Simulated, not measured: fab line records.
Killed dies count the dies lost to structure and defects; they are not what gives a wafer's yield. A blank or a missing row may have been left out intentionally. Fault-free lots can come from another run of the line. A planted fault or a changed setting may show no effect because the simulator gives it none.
A struck lot beside a sound one || flow sky130 || 17 steps out of a route of 708
Sound: the wafers L151.1, L151.2, L151.4. Struck: wafer L156.1. (L156.2, L156.5 of the same lot were not struck and are left out.) The cause comes at the end.
Order at every step that has rows: each side's tool, ch and its chambers, its first start. Under that, the readings that differ: sound wafers || struck wafers || difference of the means || sigmas: that difference in standard deviations of wafers without a fault.
alike: readings with means less than 2 such deviations apart, plus words and numbers identical on both sides. not compared: withheld readings, readings lacking a value on some wafer, bounds such as >300 that could conceal the same value, and numbers that have no deviation in the record and whose values overlap.
The two part at a step that has a row with sigmas, a row that says differs or no value, or rows on one side only. Numbers that have no deviation but don't overlap get no sigmas and don't part them. A reading that every wafer of one side lacks parts them only if that side has two wafers or more.

first, 3 steps without rows for these wafers: SKY_VIA1_EXPOSE_09 (exposes mask VIM, target cd 150 nm); SKY_VIA1_PEB_10; SKY_VIA1_DEVELOP_11 (develop time 60 s).
SKY_VIA1_CD_MEAS_12 targets a cd of 150 nm.
  sound on cd-sem-01 at day 34 17:34; struck on cd-sem-02 at day 36 15:31
{"reading": "cd-nm (nm)", "sound": "148.6 149.6 148.1", "struck": 152.6, "difference": "+3.8", "sigmas": "+2"}
SKY_VIA1_OVL_MEAS_13:
  sound on overlay-02 at day 34 17:41; struck on overlay-02 at day 36 15:38
  alike: VIA1_OVL
SKY_VIA1_ETCH_14: etches BARC in N2/H2, stops on SiO2, time 45.9 s, target depth 60 nm.
  sound on rie-diel-04 ch 0,2,3, day 34 17:43; struck on rie-diel-01 ch 2, day 36 15:41
  alike: bias-w, drypump-motor-current-A, oes-product-au, throttle-valve-pct
  not compared: rf-hours-counter-h
SKY_VIA1_ETCH_15: etches SiO2 in C4F8/O2/Ar, stops on TiN, target depth 351 nm, time 54 s.
  sound on rie-diel-04 ch 0,2,3, day 34 17:46; struck on rie-diel-01 ch 2, day 36 15:43
  alike: bias-w, oes-product-au
  not compared: rf-hours-counter-h
SKY_VIA1_STRIP_16: strips in O2/N2.
  sound on plasma-asher-01 ch 0,1, day 34 17:48; struck on plasma-asher-01 ch 1, day 36 15:46
  alike: drypump-motor-current-A, oes-product-au, strip-time-to-endpoint-s
  not compared: rf-hours-counter-h
then, 3 steps without rows for these wafers: SKY_VIA1_STRIP_17 (strips in post etch residue remover, time 1200 s); SKY_VIA1_CLEAN_18 (cleans in IPA, time 180 s); SKY_VIA1_CLEAN_19 (cleans in O3/DIW).
SKY_VIA1_SPUTTER_20: material TiN, target thk 20 nm, time 80 s.
  sound on pvd-sputter-04 at day 34 18:26; struck on pvd-sputter-04 at day 36 16:24
  alike: throttle-valve-pct
SKY_VIA1_CVD_21: deposits W, target thk 270 nm, time 80.902 s.
  sound on cvd-w-02 ch 0,1, day 34 18:30; struck on cvd-w-01 ch 0, day 36 16:28
{"reading": "model.W_of_VIA1_CVD_21.thk-nm (nm)", "sound": "271.2 267.4 269.7", "struck": 255.7, "difference": -13.7, "sigmas": ""}
  alike: heater-power-w
SKY_VIA1_RS_MEAS_22: a four-point-probe measurement.
  sound on film-metro-02 at day 34 18:35; struck on film-metro-02 at day 36 16:50
{"reading": "VIA1_W_RS (ohm/sq)", "sound": "0.425 0.430 0.427", "struck": 0.451, "difference": "+0.024", "sigmas": "+7"}
  not compared: hold
SKY_VIA1_THK_MEAS_23: measures by xrf.
  sound on film-metro-02 at day 34 18:43; struck on film-metro-02 at day 36 19:08
{"reading": "VIA1_W_THK (nm)", "sound": "268.8 265.4 267.1", "struck": 250.8, "difference": -16.3, "sigmas": -6}
  not compared: hold
SKY_VIA1_CMP_24: polishes, stops on SiO2, t overpolish 15 s, target thk 0 nm.
  sound on cmp-02 ch 0,1,2, day 34 19:22; struck on cmp-01 ch 1, day 37 01:11
{"reading": "hold", "sound": "- - -", "struck": "await-dispo/5.9h/release", "difference": "no value on the sound wafers", "sigmas": ""}
  alike: edge-zone-pressure-frac, motor-current-A, platen-rpm
-- the record jumps here: 11 days lie between the struck wafers' starts before and after (it left off in module VIA1 and takes up again in module PAD_OPEN, whose first step shown is number 708 of the route) --
SKY_PAD_OPEN_PROBE_99:
  sound on prober-01 at day 46 12:22; struck on prober-02 at day 47 20:28
{"reading": "killed-at-other", "sound": "0 0 0", "struck": 1, "difference": "+1", "sigmas": "+2"}
  alike: defect-limited-yield, killed_at_M0_to_M3, killed_at_M4_up, killed-at-contacts, killed-at-front-end, killed-dies, killed-open, killed-short, sort_bin_3_pad_short, sort_bin_5_function, sort_bin_6_memory, sort-n-pass, sort-yield-pct

WHERE THEY PART
Last at SKY_PAD_OPEN_PROBE_99 as far as this record goes, first at SKY_VIA1_CD_MEAS_12.

WHY: whatever the simulator had introduced
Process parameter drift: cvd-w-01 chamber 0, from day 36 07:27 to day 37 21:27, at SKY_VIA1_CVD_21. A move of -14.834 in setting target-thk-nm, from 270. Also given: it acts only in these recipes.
